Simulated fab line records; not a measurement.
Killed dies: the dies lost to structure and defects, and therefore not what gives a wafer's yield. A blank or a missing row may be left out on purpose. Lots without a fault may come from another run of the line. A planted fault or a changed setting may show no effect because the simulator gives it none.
Which tool was responsible? | flow gf180mcu | 11 lots, 33 wafers sampled, at 3 steps of a route of 602

## WHAT THE GAUGES READ, wafer by wafer
GF_M2_CD_MEAS_14: the cd target is 280 nm.
lot  | measured     | on        | cd-nm (nm)
L295 | day 19 19:55 | cd-sem-02 | 280.8 280.9 280.3
L298 | day 20 16:05 | cd-sem-01 | 279.5 279.5 279.0
L299 | day 21 02:41 | cd-sem-01 | 279.4 279.4 279.8
L300 | day 21 15:07 | cd-sem-02 | 277.0 275.1 276.4
L303 | day 22 17:52 | cd-sem-02 | 278.8 278.7 277.6
L307 | day 24 01:00 | cd-sem-02 | 277.7 277.8 278.6
L309 | day 24 14:31 | cd-sem-01 | 280.8 280.0 279.3
L310 | day 25 00:54 | cd-sem-02 | 280.2 283.2 280.8
L313 | day 25 21:31 | cd-sem-01 | 281.4 280.0 280.5
L314 | day 26 07:13 | cd-sem-02 | 278.5 278.3 278.7
L317 | day 26 21:42 | cd-sem-01 | 278.9 279.3 279.1

## WHICH TOOL RAN EACH LOT (tool, then ch and the chambers of the sampled wafers, then the start)
lot  | GF_V1_SPUTTER_21             | GF_V1_CVD_23
L295 | pvd-sputter-03, day 18 18:49 | cvd-w-01 ch 0,1, day 18 18:55
L298 | pvd-sputter-03, day 19 15:02 | cvd-w-01 ch 0,1, day 19 15:08
L299 | pvd-sputter-03, day 20 02:19 | cvd-w-02 ch 0,1, day 20 02:25
L300 | pvd-sputter-01, day 20 14:33 | cvd-w-01 ch 0,1, day 20 14:41
L303 | pvd-sputter-01, day 21 17:31 | cvd-w-01 ch 0,1, day 21 17:37
L307 | pvd-sputter-01, day 23 01:25 | cvd-w-02 ch 0,1, day 23 01:31
L309 | pvd-sputter-01, day 23 15:11 | cvd-w-02 ch 0,1, day 23 15:17
L310 | pvd-sputter-04, day 24 03:08 | cvd-w-01 ch 0,1, day 24 03:14
L313 | pvd-sputter-01, day 24 23:22 | cvd-w-02 ch 1, day 24 23:32
L314 | pvd-sputter-04, day 25 09:07 | cvd-w-01 ch 0,1, day 25 09:13
L317 | pvd-sputter-03, day 26 00:36 | cvd-w-01 ch 0,1, day 26 00:42
- GF_V1_SPUTTER_21: material Ti, target thk 15 nm, time 80.02 s.
- GF_V1_CVD_23: deposits W, target thk 350 nm, time 105.05 s.

## AS READ BY THE TOOLS THEMSELVES (means over the sampled wafers that have a number; for cases with no such wafer, the mark the record gives instead)
GF_V1_SPUTTER_21.
lot  | tool           | cathode-dc-power-W (W) | throttle-valve-pct (%)
L295 | pvd-sputter-03 | 2500.0                 | 30.0
L298 | pvd-sputter-03 | 2500.0                 | 29.7
L299 | pvd-sputter-03 | 2500.3                 | 30.0
L300 | pvd-sputter-01 | 2499.8                 | 30.4
L303 | pvd-sputter-01 | 2500.0                 | 30.9
L307 | pvd-sputter-01 | 2499.9                 | 31.5
L309 | pvd-sputter-01 | 2500.2                 | 30.0
L310 | pvd-sputter-04 | 2499.9                 | 29.5
L313 | pvd-sputter-01 | 2500.1                 | 31.0
L314 | pvd-sputter-04 | 2500.1                 | 29.6
L317 | pvd-sputter-03 | 2500.0                 | 29.3

GF_V1_CVD_23.
lot  | tool     | heater-power-w (W)
L295 | cvd-w-01 | 846
L298 | cvd-w-01 | 887
L299 | cvd-w-02 | 835
L300 | cvd-w-01 | 876
L303 | cvd-w-01 | 873
L307 | cvd-w-02 | 836
L309 | cvd-w-02 | 826
L310 | cvd-w-01 | 877
L313 | cvd-w-02 | 867
L314 | cvd-w-01 | 851
L317 | cvd-w-01 | 870

## THE ANSWER, worked out from the rows above alone
Rule: the lots themselves supply what counts as usual. Put in order of their means at a reading, lots are off if they are a third of the lots or fewer, leave a main group of 4 or more, and stand apart from it by a gap of 3 or more times the standard deviation of the main group's means; of several such gaps the widest counts. A main group is skipped when, at the precision printed for the reading in the tables above, its means are all equal. Also off: a lot with no number at a reading for which 4 or more lots have one. All remaining lots with rows at the step are treated as sound. First the gauges in route order, then the tools' own readings, where a lot's mean is used as printed above. At the first step where some lot is off, the reading lying furthest off is the one used; lots without a number count as furthest.
No lot is off on any of the readings shown, so nothing can be concluded from this.

## WHAT WAS PUT IN BY THE SIMULATOR
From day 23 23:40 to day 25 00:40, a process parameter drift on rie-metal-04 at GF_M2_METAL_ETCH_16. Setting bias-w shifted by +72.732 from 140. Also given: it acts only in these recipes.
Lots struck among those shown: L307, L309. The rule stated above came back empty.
